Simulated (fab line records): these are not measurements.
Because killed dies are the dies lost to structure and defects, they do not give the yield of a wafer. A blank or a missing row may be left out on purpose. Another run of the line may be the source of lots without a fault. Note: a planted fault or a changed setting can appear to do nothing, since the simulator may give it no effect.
Matching of chambers || flow sky130 || 4 sister chambers for SKY_METAL4_ETCH_17 on rieDiel-02
The step etches SiO2 in C4F8/O2/Ar, stops on TiN, time 3.9 s, target depth 15 nm. 4 wafers are shown with their chamber, then 12 later ones without.

WAFERS WITH THEIR CHAMBER
{"wafer": "L086.4", "chamber": 2, "biasW (W)": 1203}
{"wafer": "L087.1", "chamber": 3, "biasW (W)": 1201}
{"wafer": "L087.4", "chamber": 1, "biasW (W)": 1206}
{"wafer": "L087.5", "chamber": 0, "biasW (W)": 1197}

WAFERS WITH NO CHAMBER GIVEN
{"wafer": "L088.2", "biasW (W)": 1200}
{"wafer": "L088.4", "biasW (W)": 1208}
{"wafer": "L088.5", "biasW (W)": 1207}
{"wafer": "L091.2", "biasW (W)": 1196}
{"wafer": "L091.4", "biasW (W)": 1203}
{"wafer": "L091.6", "biasW (W)": 1203}
{"wafer": "L093.2", "biasW (W)": 1200}
{"wafer": "L093.4", "biasW (W)": 1205}
{"wafer": "L093.6", "biasW (W)": 1206}
{"wafer": "L095.3", "biasW (W)": 1201}
{"wafer": "L095.5", "biasW (W)": 1201}
{"wafer": "L095.6", "biasW (W)": 1206}

WHICH CHAMBER EACH WENT THROUGH
{"wafer": "L088.2", "from the rows above": 3, "in truth": 3}
{"wafer": "L088.4", "from the rows above": 1, "in truth": 1}
{"wafer": "L088.5", "from the rows above": 1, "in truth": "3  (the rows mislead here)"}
{"wafer": "L091.2", "from the rows above": 0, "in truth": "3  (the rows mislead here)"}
{"wafer": "L091.4", "from the rows above": 2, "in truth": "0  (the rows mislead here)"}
{"wafer": "L091.6", "from the rows above": 2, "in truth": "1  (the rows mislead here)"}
{"wafer": "L093.2", "from the rows above": 3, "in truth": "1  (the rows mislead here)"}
{"wafer": "L093.4", "from the rows above": "can't be placed: 1 or 2", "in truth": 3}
{"wafer": "L093.6", "from the rows above": 1, "in truth": 1}
{"wafer": "L095.3", "from the rows above": 3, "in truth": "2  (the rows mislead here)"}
{"wafer": "L095.5", "from the rows above": 3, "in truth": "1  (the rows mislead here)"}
{"wafer": "L095.6", "from the rows above": 1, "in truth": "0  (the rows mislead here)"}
Placed correctly: 3 of 12. Not placeable from these rows: 1 (in 0, the candidates include the true chamber). Number placed wrongly: 8.
How it was worked out, from the rows above alone: a wafer's distance from a chamber is the root of the sum, over the readings, of the square of ((its reading less the chamber's mean) divided by the reading's scatter). If the next closest chamber is less than 2 further off than the closest, the wafer can't be placed; otherwise it belongs to the closest. Each chamber's mean is taken over the wafers shown for it. The scatter: root of mean squared gap, hidden wafer to nearest shown wafer, with one shown wafer a chamber.
